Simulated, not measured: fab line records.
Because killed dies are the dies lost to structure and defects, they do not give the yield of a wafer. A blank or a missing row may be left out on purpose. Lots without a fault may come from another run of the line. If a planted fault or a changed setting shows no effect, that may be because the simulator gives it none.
Which tool did it? -- flow gf180mcu -- 7 lots (21 wafers sampled), 1 step of a 602-step route

WHAT EACH GAUGE READ, for each wafer
GF_M3_CD_MEAS_14: target cd 280 nm.
lot,measured,on,cd-nm (nm)
L271,day 21 16:51,cd-sem-02,279.7 280.2 279.6
L273,day 22 11:46,cd-sem-02,279.0 279.7 278.7
L276,day 23 22:00,cd-sem-01,278.9 278.2 277.2
L278,day 24 15:39,cd-sem-02,277.9 277.3 279.1
L281,day 25 13:28,cd-sem-02,281.2 280.6 280.1
L287,day 27 09:20,cd-sem-02,278.8 278.3 277.6
L292,day 28 17:47,cd-sem-02,279.8 280.5 280.8

EACH LOT AND THE TOOL THAT RAN IT (in order: tool; ch and the chambers of the sampled wafers; start)
The record holds no process step before these readings.

THE ANSWER, worked out from the rows above alone
Rule: the lots themselves supply what counts as usual. Put in order of their means at a reading, lots are off if they are a third of the lots or fewer, leave a main group of 4 or more, and stand apart from it by a gap of 3 or more times the standard deviation of the main group's means; of several such gaps the widest counts. A main group whose means are all the same, to the digits that the tables above print for the reading, isn't used. A lot without any number at a reading at which 4 lots or more have one is off too. Any other lot the step has rows for is counted as sound.
Nothing can be told from this: no lot is off at any reading shown.

WHAT THE SIMULATOR PUT IN
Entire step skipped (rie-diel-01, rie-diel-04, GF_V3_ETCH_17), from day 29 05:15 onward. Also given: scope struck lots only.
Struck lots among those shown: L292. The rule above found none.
